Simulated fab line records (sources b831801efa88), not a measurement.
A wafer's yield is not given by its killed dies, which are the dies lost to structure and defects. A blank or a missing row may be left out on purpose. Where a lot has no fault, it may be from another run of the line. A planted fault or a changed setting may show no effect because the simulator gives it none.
The tool behind it: which one? / flow gf180mcu / 11 lots, 33 wafers sampled, at 5 steps of a route of 602

WHAT THE GAUGES SHOWED, per wafer
GF_M3_THK_MEAS_06: measures by xrf. Usual: M3_ALCU_THK typically reads 453 nm, with standard deviation 4.8.
lot=L331; measured=day 21 05:13; on=film-metro-03; M3_ALCU_THK (nm)=446 450 450; flag=
lot=L333; measured=day 21 18:08; on=film-metro-02; M3_ALCU_THK (nm)=454 457 454; flag=
lot=L334; measured=day 22 08:18; on=film-metro-02; M3_ALCU_THK (nm)=460 458 458; flag=
lot=L335; measured=day 22 15:50; on=film-metro-01; M3_ALCU_THK (nm)=453 454 453; flag=
lot=L337; measured=day 23 09:48; on=film-metro-02; M3_ALCU_THK (nm)=452 454 452; flag=
lot=L339; measured=day 24 02:52; on=film-metro-02; M3_ALCU_THK (nm)=452 449 448; flag=
lot=L340; measured=day 24 09:38; on=film-metro-03; M3_ALCU_THK (nm)=459 459 454; flag=
lot=L341; measured=day 24 17:50; on=film-metro-01; M3_ALCU_THK (nm)=443 447 440; flag=
lot=L342; measured=day 25 00:37; on=film-metro-01; M3_ALCU_THK (nm)=448 448 448; flag=
lot=L346; measured=day 26 08:41; on=film-metro-03; M3_ALCU_THK (nm)=456 455 454; flag=
lot=L351; measured=day 27 20:30; on=film-metro-03; M3_ALCU_THK (nm)=453 455 456; flag=

GF_V3_THK_MEAS_03. Usual: V3_CVD_02_THK typically reads 852 nm, with standard deviation 10.
lot=L331; measured=day 22 05:46; on=film-metro-04; V3_CVD_02_THK (nm)=847 863 868; flag=
lot=L333; measured=day 22 18:45; on=film-metro-03; V3_CVD_02_THK (nm)=842 837 854; flag=
lot=L334; measured=day 23 08:14; on=film-metro-03; V3_CVD_02_THK (nm)=850 851 859; flag=
lot=L335; measured=day 23 15:32; on=film-metro-04; V3_CVD_02_THK (nm)=835 839 862; flag=
lot=L337; measured=day 24 09:31; on=film-metro-02; V3_CVD_02_THK (nm)=836 839 866; flag=
lot=L339; measured=day 25 02:43; on=film-metro-03; V3_CVD_02_THK (nm)=857 866 869; flag=
lot=L340; measured=day 25 08:26; on=film-metro-02; V3_CVD_02_THK (nm)=846 847 859; flag=
lot=L341; measured=day 25 16:30; on=film-metro-04; V3_CVD_02_THK (nm)=839 842 860; flag=
lot=L342; measured=day 25 23:21; on=film-metro-04; V3_CVD_02_THK (nm)=858 845 843; flag=
lot=L346; measured=day 27 05:29; on=film-metro-02; V3_CVD_02_THK (nm)=745 760 752 745 760 752; flag=OFF
lot=L351; measured=day 28 16:40; on=film-metro-03; V3_CVD_02_THK (nm)=758 757 769 758 757 769; flag=OFF

WHAT TOOL EACH LOT RAN ON (gives the tool, then ch and the chambers of the sampled wafers, and finally the start)
lot=L331; GF_V2_ETCH_17=rie-diel-04 ch 2,3, day 21 05:00 or earlier; GF_M3_SPUTTER_02=pvd-sputter-03, day 21 05:00; GF_V3_CVD_02=pecvd-01 ch 1,2, day 22 05:41
lot=L333; GF_V2_ETCH_17=rie-diel-01 ch 0,1,3, day 21 17:55 or earlier; GF_M3_SPUTTER_02=pvd-sputter-04, day 21 17:55; GF_V3_CVD_02=pecvd-04 ch 0,1,2, day 22 18:41
lot=L334; GF_V2_ETCH_17=rie-diel-02 ch 0,3, day 22 08:04 or earlier; GF_M3_SPUTTER_02=pvd-sputter-04, day 22 08:04; GF_V3_CVD_02=pecvd-04 ch 0,1, day 23 08:08
lot=L335; GF_V2_ETCH_17=rie-diel-04 ch 1,3, day 22 15:37 or earlier; GF_M3_SPUTTER_02=pvd-sputter-04, day 22 15:37; GF_V3_CVD_02=pecvd-03 ch 0,2, day 23 15:27
lot=L337; GF_V2_ETCH_17=rie-diel-01 ch 1,3, day 23 09:35 or earlier; GF_M3_SPUTTER_02=pvd-sputter-03, day 23 09:35; GF_V3_CVD_02=pecvd-03 ch 0,1,2, day 24 09:26
lot=L339; GF_V2_ETCH_17=rie-diel-01 ch 0,3, day 24 02:38 or earlier; GF_M3_SPUTTER_02=pvd-sputter-04, day 24 02:38; GF_V3_CVD_02=pecvd-04 ch 0,1,2, day 25 02:38
lot=L340; GF_V2_ETCH_17=rie-diel-02 ch 0,1,3, day 24 09:25 or earlier; GF_M3_SPUTTER_02=pvd-sputter-04, day 24 09:25; GF_V3_CVD_02=pecvd-04 ch 0,1,2, day 25 08:22
lot=L341; GF_V2_ETCH_17=rie-diel-04 ch 1,2,3, day 24 17:37 or earlier; GF_M3_SPUTTER_02=pvd-sputter-04, day 24 17:37; GF_V3_CVD_02=pecvd-03 ch 0,1, day 25 16:26
lot=L342; GF_V2_ETCH_17=rie-diel-04 ch 0,1, day 25 00:23 or earlier; GF_M3_SPUTTER_02=pvd-sputter-04, day 25 00:23; GF_V3_CVD_02=pecvd-01 ch 0,1,2, day 25 23:17
lot=L346; GF_V2_ETCH_17=rie-diel-04 ch 0,2,3, day 26 08:28 or earlier; GF_M3_SPUTTER_02=pvd-sputter-04, day 26 08:28; GF_V3_CVD_02=pecvd-04 ch 0,1,2, day 27 05:25
lot=L351; GF_V2_ETCH_17=rie-diel-01 ch 0,1,2, day 27 20:17 or earlier; GF_M3_SPUTTER_02=pvd-sputter-02, day 27 20:17; GF_V3_CVD_02=pecvd-04 ch 0,1,2, day 28 16:35
- GF_V2_ETCH_17: etches SiO2 in C4F8/O2/Ar, stops on TiN, target depth 630 nm.
- GF_M3_SPUTTER_02: material AlCu, target thk 450 nm, time 23.9 s.
- GF_V3_CVD_02: deposits SiO2 from TEOS, target thk 850 nm, time 94.851 s.

WHAT THE TOOLS THEMSELVES READ (means of the sampled wafers that have a number; where no wafer has one, the mark that the record gives instead)
GF_V2_ETCH_17. Usual: oes-product-au reads 0.855 a.u. (standard deviation 0.0046).
lot=L331; tool=rie-diel-04; oes-product-au (a.u.)=0.856; flag=
lot=L333; tool=rie-diel-01; oes-product-au (a.u.)=0.854; flag=
lot=L334; tool=rie-diel-02; oes-product-au (a.u.)=0.855; flag=
lot=L335; tool=rie-diel-04; oes-product-au (a.u.)=0.850; flag=
lot=L337; tool=rie-diel-01; oes-product-au (a.u.)=0.858; flag=
lot=L339; tool=rie-diel-01; oes-product-au (a.u.)=0.852; flag=
lot=L340; tool=rie-diel-02; oes-product-au (a.u.)=0.854; flag=
lot=L341; tool=rie-diel-04; oes-product-au (a.u.)=0.857; flag=
lot=L342; tool=rie-diel-04; oes-product-au (a.u.)=0.859; flag=
lot=L346; tool=rie-diel-04; oes-product-au (a.u.)=0.854; flag=
lot=L351; tool=rie-diel-01; oes-product-au (a.u.)=0.856; flag=

GF_M3_SPUTTER_02. Usual: cathode-dc-power-W 10600 W, standard deviation 2.1; throttle-valve-pct 29.7 %, standard deviation 1.6.
lot=L331; tool=pvd-sputter-03; cathode-dc-power-W (W)=10598; throttle-valve-pct (%)=30.3; flag=
lot=L333; tool=pvd-sputter-04; cathode-dc-power-W (W)=10600; throttle-valve-pct (%)=30.2; flag=
lot=L334; tool=pvd-sputter-04; cathode-dc-power-W (W)=10599; throttle-valve-pct (%)=30.0; flag=
lot=L335; tool=pvd-sputter-04; cathode-dc-power-W (W)=10599; throttle-valve-pct (%)=30.8; flag=
lot=L337; tool=pvd-sputter-03; cathode-dc-power-W (W)=10601; throttle-valve-pct (%)=29.7; flag=
lot=L339; tool=pvd-sputter-04; cathode-dc-power-W (W)=10601; throttle-valve-pct (%)=28.6; flag=
lot=L340; tool=pvd-sputter-04; cathode-dc-power-W (W)=10599; throttle-valve-pct (%)=28.5; flag=
lot=L341; tool=pvd-sputter-04; cathode-dc-power-W (W)=10601; throttle-valve-pct (%)=30.3; flag=
lot=L342; tool=pvd-sputter-04; cathode-dc-power-W (W)=10600; throttle-valve-pct (%)=28.5; flag=
lot=L346; tool=pvd-sputter-04; cathode-dc-power-W (W)=10601; throttle-valve-pct (%)=29.2; flag=
lot=L351; tool=pvd-sputter-02; cathode-dc-power-W (W)=10598; throttle-valve-pct (%)=29.9; flag=

GF_V3_CVD_02. Usual: heater-power-w 616 W, standard deviation 89; run-length-s 122.5 s, standard deviation 0.49.
lot=L331; tool=pecvd-01; heater-power-w (W)=714; run-length-s (s)=123.0; flag=
lot=L333; tool=pecvd-04; heater-power-w (W)=618; run-length-s (s)=122.7; flag=
lot=L334; tool=pecvd-04; heater-power-w (W)=517; run-length-s (s)=121.8; flag=
lot=L335; tool=pecvd-03; heater-power-w (W)=609; run-length-s (s)=122.5; flag=
lot=L337; tool=pecvd-03; heater-power-w (W)=632; run-length-s (s)=122.6; flag=
lot=L339; tool=pecvd-04; heater-power-w (W)=603; run-length-s (s)=122.5; flag=
lot=L340; tool=pecvd-04; heater-power-w (W)=569; run-length-s (s)=122.5; flag=
lot=L341; tool=pecvd-03; heater-power-w (W)=656; run-length-s (s)=122.5; flag=
lot=L342; tool=pecvd-01; heater-power-w (W)=635; run-length-s (s)=122.7; flag=
lot=L346; tool=pecvd-04; heater-power-w (W)=585; run-length-s (s)=112.2; flag=OFF
lot=L351; tool=pecvd-04; heater-power-w (W)=588; run-length-s (s)=112.4; flag=OFF

THE ANSWER, worked out from the rows above alone
Rule: lot off if the mean of its wafers having a number is beyond 3 standard deviations from the usual mean. A lot without any number at a reading at which 4 lots or more have one is off too. Where the step has rows for the other lots, those lots are counted as sound. Order of review: gauges by route order, followed by the tools' own readings, for which a lot's mean as printed above is used. The first step at which some lot is off is used, and at that step the reading that is off furthest; a lot without a number counts as furthest.
Off: at GF_V3_THK_MEAS_03 (V3_CVD_02_THK), L346, L351.
A tool fits if, at a process step before that reading, it ran every lot that is off, and no sound lot after the first of them. Not tried: the gauges at GF_V3_THK_MEAS_03; whatever is off there is also off at GF_V3_CVD_02, on other tools, and gauge error can't account for it. Because GF_V2_ETCH_17 lacks a start for some lots, the hours and order of its lots are taken from GF_M3_SPUTTER_02. One fits: pecvd-04 at GF_V3_CVD_02. A fault onset in the window from L340 (day 25 08:22, its last sound lot) to L346 (day 27 05:25, its first lot off) fits.
The tool's own readings at GF_V3_CVD_02 bear it out: on the lots that are off they differ by more than 5 times the standard deviation of the sound lots' means. run-length-s reads 112.3 s there against 122.5 s on the sound lots.

WHAT WAS PUT IN BY THE SIMULATOR
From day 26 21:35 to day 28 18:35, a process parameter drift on pecvd-04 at GF_V3_CVD_02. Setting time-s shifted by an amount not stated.
Shown lots that were struck: L346, L351. The rule given above showed the same thing.
